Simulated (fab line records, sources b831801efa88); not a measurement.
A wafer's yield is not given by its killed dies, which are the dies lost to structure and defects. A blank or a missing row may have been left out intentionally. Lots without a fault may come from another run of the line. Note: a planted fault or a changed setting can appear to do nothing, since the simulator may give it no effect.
Which tool is to blame? | flow sky130 | 36 wafers from 12 lots sampled at 4 of the route's 708 steps

WHAT EACH GAUGE READ, for each wafer
Not one reading of a measure or inspect step in the record can be checked against a usual standard deviation.

WHICH TOOL RAN EACH LOT (tool, then ch and the chambers of the sampled wafers, then the start)
lot  | SKY_CAPM_STRIP_14                    | SKY_METAL3_DESCUM_15              | SKY_VIA4_CVD_18               | SKY_PAD_OPEN_STRIP_08
L697 | plasma_asher-03 ch 0,1, day 36 23:13 | rie_metal-01 ch 0,1, day 38 01:37 | cvd_w-01 ch 0,1, day 42 10:19 | plasma_asher-01 ch 0,1, day 45 07:46
L700 | plasma_asher-03 ch 0,1, day 38 10:53 | rie_metal-03 ch 0,1, day 39 11:53 | cvd_w-01 ch 0,1, day 43 18:31 | plasma_asher-02 ch 0,1, day 46 11:49
L701 | plasma_asher-01 ch 0,1, day 38 18:44 | rie_metal-01 ch 0,1, day 39 19:44 | cvd_w-02 ch 1, day 43 23:59   | plasma_asher-03 ch 0,1, day 46 16:19
L702 | plasma_asher-01 ch 0,1, day 38 21:25 | rie_metal-03 ch 0,1, day 39 22:58 | cvd_w-01 ch 0,1, day 44 02:47 | plasma_asher-03 ch 0,1, day 46 20:07
L703 | plasma_asher-02 ch 0,1, day 39 03:43 | rie_metal-03 ch 1, day 40 05:04   | cvd_w-02 ch 0,1, day 44 10:14 | plasma_asher-03 ch 0, day 47 01:49
L704 | plasma_asher-01 ch 0,1, day 39 12:28 | rie_metal-02 ch 0,1, day 40 13:52 | cvd_w-02 ch 0,1, day 44 17:43 | plasma_asher-03 ch 0,1, day 47 09:43
L705 | plasma_asher-02 ch 0,1, day 39 20:17 | rie_metal-02 ch 0,1, day 40 21:14 | cvd_w-02 ch 1, day 44 23:56   | plasma_asher-02 ch 0,1, day 47 13:55
L706 | plasma_asher-02 ch 0,1, day 40 07:30 | rie_metal-02 ch 0,1, day 41 09:04 | cvd_w-01 ch 0,1, day 45 10:19 | plasma_asher-02 ch 0,1, day 48 00:13
L707 | plasma_asher-01 ch 1, day 40 11:33   | rie_metal-01 ch 0, day 41 12:25   | cvd_w-02 ch 0,1, day 45 13:56 | plasma_asher-01 ch 0,1, day 48 03:34
L711 | plasma_asher-02 ch 0,1, day 41 19:58 | rie_metal-01 ch 0, day 42 19:44   | cvd_w-02 ch 0, day 46 15:23   | plasma_asher-03 ch 0,1, day 49 03:07
L712 | plasma_asher-02 ch 0,1, day 42 05:31 | rie_metal-03 ch 0,1, day 43 05:04 | cvd_w-02 ch 0,1, day 47 01:10 | plasma_asher-03 ch 0,1, day 49 10:04
L713 | plasma_asher-02 ch 0,1, day 42 08:20 | rie_metal-01 ch 0,1, day 43 07:58 | cvd_w-01 ch 0,1, day 47 03:44 | plasma_asher-03 ch 0,1, day 49 13:46
- SKY_CAPM_STRIP_14: strips in O2/N2.
- SKY_METAL3_DESCUM_15: chemistry O2, time 8 s.
- SKY_VIA4_CVD_18: deposits W, target thk 505 nm, time 152.14 s.
- SKY_PAD_OPEN_STRIP_08: strips in O2/N2.

WHAT THE TOOLS THEMSELVES READ (means of the sampled wafers that have a number; where no wafer has one, the mark that the record gives instead)
SKY_CAPM_STRIP_14. Usual: chamber_pressure_mTorr 1500.0 mTorr, standard deviation 1.4; drypump_motor_current_A 5.6 A, standard deviation 0.48; oes_product_au 0.710 a.u., standard deviation 0.0043; strip_time_to_endpoint_s 12.71 s, standard deviation 0.055.
lot  | tool            | chamber_pressure_mTorr (mTorr) | drypump_motor_current_A (A) | oes_product_au (a.u.) | strip_time_to_endpoint_s (s) | flag
L697 | plasma_asher-03 | 1499.3                         | 6.2                         | 0.714                 | 12.76                        |
L700 | plasma_asher-03 | 1500.1                         | 6.2                         | 0.715                 | 12.78                        |
L701 | plasma_asher-01 | 1499.7                         | 5.2                         | 0.710                 | 12.73                        |
L702 | plasma_asher-01 | 1500.6                         | 5.5                         | 0.708                 | 12.68                        |
L703 | plasma_asher-02 | 1499.1                         | 5.6                         | 0.712                 | 12.67                        |
L704 | plasma_asher-01 | 1499.2                         | 5.5                         | 0.713                 | 12.74                        |
L705 | plasma_asher-02 | 1500.0                         | 5.6                         | 0.709                 | 12.71                        |
L706 | plasma_asher-02 | 1498.4                         | 5.6                         | 0.711                 | 12.66                        |
L707 | plasma_asher-01 | 1501.3                         | 4.9                         | 0.713                 | 12.68                        |
L711 | plasma_asher-02 | 1499.2                         | 5.3                         | 0.706                 | 12.59                        |
L712 | plasma_asher-02 | 1500.4                         | 5.6                         | 0.714                 | 12.74                        |
L713 | plasma_asher-02 | 1498.8                         | 5.4                         | 0.709                 | 12.64                        |

SKY_METAL3_DESCUM_15. Usual: drypump_motor_current_A 5.6 A, standard deviation 0.31; oes_product_au 1.004 a.u., standard deviation 0.011.
lot  | tool         | drypump_motor_current_A (A) | oes_product_au (a.u.) | flag
L697 | rie_metal-01 | 5.8                         | 1.002                 |
L700 | rie_metal-03 | 5.7                         | 1.011                 |
L701 | rie_metal-01 | 5.4                         | 0.998                 |
L702 | rie_metal-03 | 5.7                         | 1.007                 |
L703 | rie_metal-03 | 5.8                         | 0.993                 |
L704 | rie_metal-02 | 5.4                         | 1.001                 |
L705 | rie_metal-02 | 5.4                         | 0.990                 |
L706 | rie_metal-02 | 5.4                         | 0.998                 |
L707 | rie_metal-01 | 6.0                         | 1.007                 |
L711 | rie_metal-01 | 6.1                         | 1.007                 |
L712 | rie_metal-03 | 5.7                         | 1.019                 |
L713 | rie_metal-01 | 5.4                         | 1.000                 |

SKY_VIA4_CVD_18. Usual: 769 W for heater_power_w, sd 29.
lot  | tool     | heater_power_w (W) | flag
L697 | cvd_w-01 | 761                |
L700 | cvd_w-01 | 756                |
L701 | cvd_w-02 | 738                |
L702 | cvd_w-01 | 755                |
L703 | cvd_w-02 | 788                |
L704 | cvd_w-02 | 782                |
L705 | cvd_w-02 | 732                |
L706 | cvd_w-01 | 770                |
L707 | cvd_w-02 | 789                |
L711 | cvd_w-02 | 801                |
L712 | cvd_w-02 | 795                |
L713 | cvd_w-01 | 766                |

SKY_PAD_OPEN_STRIP_08. Usual: chamber_pressure_mTorr 1500.1 mTorr, standard deviation 1.3; drypump_motor_current_A 5.8 A, standard deviation 0.49; oes_product_au 0.663 a.u., standard deviation 0.005.
lot  | tool            | chamber_pressure_mTorr (mTorr) | drypump_motor_current_A (A) | oes_product_au (a.u.) | flag
L697 | plasma_asher-01 | 1500.4                         | 5.5                         | 0.660                 |
L700 | plasma_asher-02 | 1500.0                         | 5.6                         | 0.664                 |
L701 | plasma_asher-03 | 1500.6                         | 6.2                         | 0.662                 |
L702 | plasma_asher-03 | 1499.6                         | 6.2                         | 0.666                 |
L703 | plasma_asher-03 | 1498.4                         | 6.2                         | 0.665                 |
L704 | plasma_asher-03 | 1499.9                         | 6.2                         | 0.662                 |
L705 | plasma_asher-02 | 1500.6                         | 5.3                         | 0.661                 |
L706 | plasma_asher-02 | 1500.2                         | 5.4                         | 0.660                 |
L707 | plasma_asher-01 | 1498.3                         | 5.5                         | 0.657                 |
L711 | plasma_asher-03 | -                              | -                           | -                     | OFF
L712 | plasma_asher-03 | -                              | -                           | -                     | OFF
L713 | plasma_asher-03 | -                              | -                           | -                     | OFF

THE ANSWER, worked out from the rows above alone
Rule: lot off if the mean of its wafers having a number is beyond 3 standard deviations from the usual mean. Also off: a lot with no number at a reading for which 4 or more lots have one. All remaining lots with rows at the step are treated as sound. The gauges are gone through in route order, then the tools' own readings, and for those a lot's mean is taken as printed above. The first step at which some lot is off is used, and at that step the reading that is off furthest; a lot without a number counts as furthest.
Off, at SKY_PAD_OPEN_STRIP_08 on chamber_pressure_mTorr: L711, L712, L713. Without a number there: L711, L712, L713.
A tool fits if, at that step or a process step before it, it ran every lot that is off, and no sound lot after the first of them. This does not decide it: 2 tools fit, namely plasma_asher-02 at SKY_CAPM_STRIP_14 and plasma_asher-03 at SKY_PAD_OPEN_STRIP_08.

WHAT WAS PUT IN BY THE SIMULATOR
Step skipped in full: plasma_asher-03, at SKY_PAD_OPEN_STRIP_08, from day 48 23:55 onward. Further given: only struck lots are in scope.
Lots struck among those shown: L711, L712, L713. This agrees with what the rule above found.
